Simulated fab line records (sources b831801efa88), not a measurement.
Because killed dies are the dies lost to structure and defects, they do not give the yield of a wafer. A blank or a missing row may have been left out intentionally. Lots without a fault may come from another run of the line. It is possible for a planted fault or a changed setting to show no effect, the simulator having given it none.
A lot that was struck, set against a sound lot + flow gf180mcu + 16 out of 602 route steps
Sound: wafers L870.1, L870.5, L870.6. The struck wafers were L891.1, L891.2, L891.5. The cause is given at the end.
At each step with rows: each side's tool, then ch and its chambers, then its first start. Under that, the readings that differ: sound wafers + struck wafers + difference of the means + sigmas: that difference in standard deviations of wafers without a fault.
alike: readings whose means differ by less than 2 such deviations, and words and numbers that are the same on both sides. not compared: withheld readings, readings that some wafer has no value for, bounds like >300 that may hide the same value, and numbers for which the record gives no deviation and whose values overlap.
The two part at a step that has a row with sigmas, a row that says differs or no value, or rows on one side only. Numbers that don't overlap but have no deviation are shown without sigmas and don't part them. A reading that every wafer of one side lacks parts them only if that side has two wafers or more.

GF_V2_CMP_04: polishes SiO2.
  sound on cmp-02 ch 0,2,3, day 19 12:52; struck on cmp-02 ch 0,1,3, day 26 12:16
  alike: motorCurrentA, timeToEndpointS
GF_V2_BOW_MEAS_05:
  sound on filmMetro-04, day 19 13:01; struck on filmMetro-02, day 26 12:34
  alike: V2_BOW
then, 8 steps without rows for these wafers: GF_V2_DEHYDRATE_06 (time 60 s); GF_V2_HMDS_07 (prime time 60 s); GF_V2_COAT_08; GF_V2_COAT_09 (resist thk 1000 nm); GF_V2_SOFTBAKE_10 (time 60 s); GF_V2_EXPOSE_11 (exposes mask Via2, target cd 260 nm); GF_V2_PEB_12 (peb time 90 s); GF_V2_DEVELOP_13 (develop time 60 s).
GF_V2_CD_MEAS_14 targets a cd of 260 nm.
  sound on cdSem-02, day 20 13:28; struck on cdSem-01, day 27 08:44
  alike: cdNm
GF_V2_OVL_MEAS_15:
  sound on overlay-01, day 20 13:35; struck on overlay-01, day 27 08:51
| reading     | sound | struck   | difference | sigmas |
|-------------|-------|----------|------------|--------|
| V2_OVL (nm) | 7 0 9 | -6 -6 -9 | -12        | -2     |
GF_V2_ETCH_16: etches BARC in N2/H2.
  sound on rieDiel-01 ch 0,3, day 20 13:37; struck on rieDiel-01 ch 1,2, day 27 08:53
  no value came back on the struck wafers for any of 5 readings (biasW (W), chamberPressureMTorr (mTorr) and others); on the sound wafers biasW (W) reads 99.8 99.8 100.3
GF_V2_ETCH_17: etches SiO2 in C4F8/O2/Ar, stops on TiN, target depth 630 nm.
  sound: rieDiel-01 ch 0,3; struck: rieDiel-01 ch 1,2
| reading             | sound             | struck            | difference | sigmas      |
|---------------------|-------------------|-------------------|------------|-------------|
| oesProductAu (a.u.) | 0.856 0.862 0.858 | 0.367 0.374 0.371 | -0.488     | -99 or more |
  alike: biasW, chamberPressureMTorr
GF_V2_STRIP_18: strips in O2/N2.
  sound on plasmaAsher-02 ch 0,1, day 20 13:45; struck on plasmaAsher-04 ch 0,1, day 27 09:01
| reading             | sound             | struck            | difference | sigmas |
|---------------------|-------------------|-------------------|------------|--------|
| oesProductAu (a.u.) | 0.588 0.593 0.597 | 0.608 0.609 0.614 | +0.018     | +4     |
  alike: drypumpMotorCurrentA, heaterPowerW
  not compared: rfHoursCounterH
then, 1 step without rows for these wafers: GF_V2_STRIP_19 (strips in post etch residue remover, time 1200 s).

== WHERE THEY PART ==
Earliest at GF_V2_OVL_MEAS_15; latest, in this record, at GF_V2_STRIP_18.

WHY: what the simulator had put in
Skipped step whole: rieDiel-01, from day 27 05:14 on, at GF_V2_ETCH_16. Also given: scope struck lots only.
